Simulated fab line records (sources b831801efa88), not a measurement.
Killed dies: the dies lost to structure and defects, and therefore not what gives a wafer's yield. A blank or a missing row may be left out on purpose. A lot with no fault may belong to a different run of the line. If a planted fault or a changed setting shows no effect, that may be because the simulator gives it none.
2 desks looking at one fault	flow sky130	every desk sees just its own numbers, and what lay behind them comes last

== DESK OF THE TOOL OWNER: implanter-01 ==
The tool's own readings at SKY_VT_ADJUST_HVTR_IMPLANT_09: means of the sampled wafers that have a number, for each lot that ran on this tool. Marked OUT: a lot whose mean sits more than 4 standard deviations from the usual mean, which makes it out of limits; the brackets give that distance.
Columns: A = dose ions cm2 at SKY_VT_ADJUST_HVTR_IMPLANT_09, usual 2.1001e+12
lot	first seen here	A
L217	day 9 02:53	2.1035e+12
L226	day 12 10:47	2.0558e+12 (-20) OUT
L230	day 13 03:32	2.0538e+12 (-21) OUT
L239	day 16 14:44	2.0993e+12
Finding of this desk: L226, L230 out of limits; the first was L226 at day 12 10:47, on dose ions cm2 at SKY_VT_ADJUST_HVTR_IMPLANT_09. Within limits: L217, L239.

== FROM THE METROLOGY DESK ==
What the gauges read, lot by lot, whatever tool the lot ran on: means of the sampled wafers that have a number. Marked OUT: a lot whose mean sits more than 4 standard deviations from the usual mean, which makes it out of limits; the brackets give that distance.
Columns: A = PWDE_OVL at SKY_PWDE_OVL_MEAS_07, usual 0.5 nm; B = POLY_GATE_CVD_03_THK at SKY_POLY_GATE_THK_MEAS_04, usual 74.8 nm
lot	first seen here	A	B
L217	day 3 16:53	-0.3	74.8
L218	day 4 00:05	0.4	74.9
L219	day 4 08:59	2.2	75.4
L220	day 4 15:05	-1.6	74.2
L226	day 6 05:12	2.8	75.1
L230	day 6 17:35	-1.4	74.3
L231	day 6 23:38	0.0	74.2
L233	day 8 01:44	1.3	75.4
L234	day 8 10:01	-0.9	74.5
L235	day 8 10:08	0.6	74.0
L238	day 8 22:09	1.2	74.5
L240	day 9 06:47	-0.1	73.8
L239	day 9 07:08	1.2	75.0
Result from this desk: across the 13 lots, nothing is out of limits.

== BROUGHT TOGETHER ==
The tool owner's desk had the chance to raise an alarm at day 12 10:47 on L226, L230.
Metrology desk: nothing out of limits seen.
The metrology desk has L226, L230 on record, within its limits.
SKY_VT_ADJUST_HVTR_IMPLANT_09 was run on implanter-01 by each of the lots named.

== WHAT THE SIMULATOR PUT IN ==
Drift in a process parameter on implanter-01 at SKY_VT_ADJUST_HVTR_IMPLANT_09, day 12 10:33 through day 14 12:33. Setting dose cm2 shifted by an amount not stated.
Lots struck among those shown: L226, L230.
How many hours passed from the start of the fault until each desk's first out-of-limits reading: the tool owner's desk, 0.
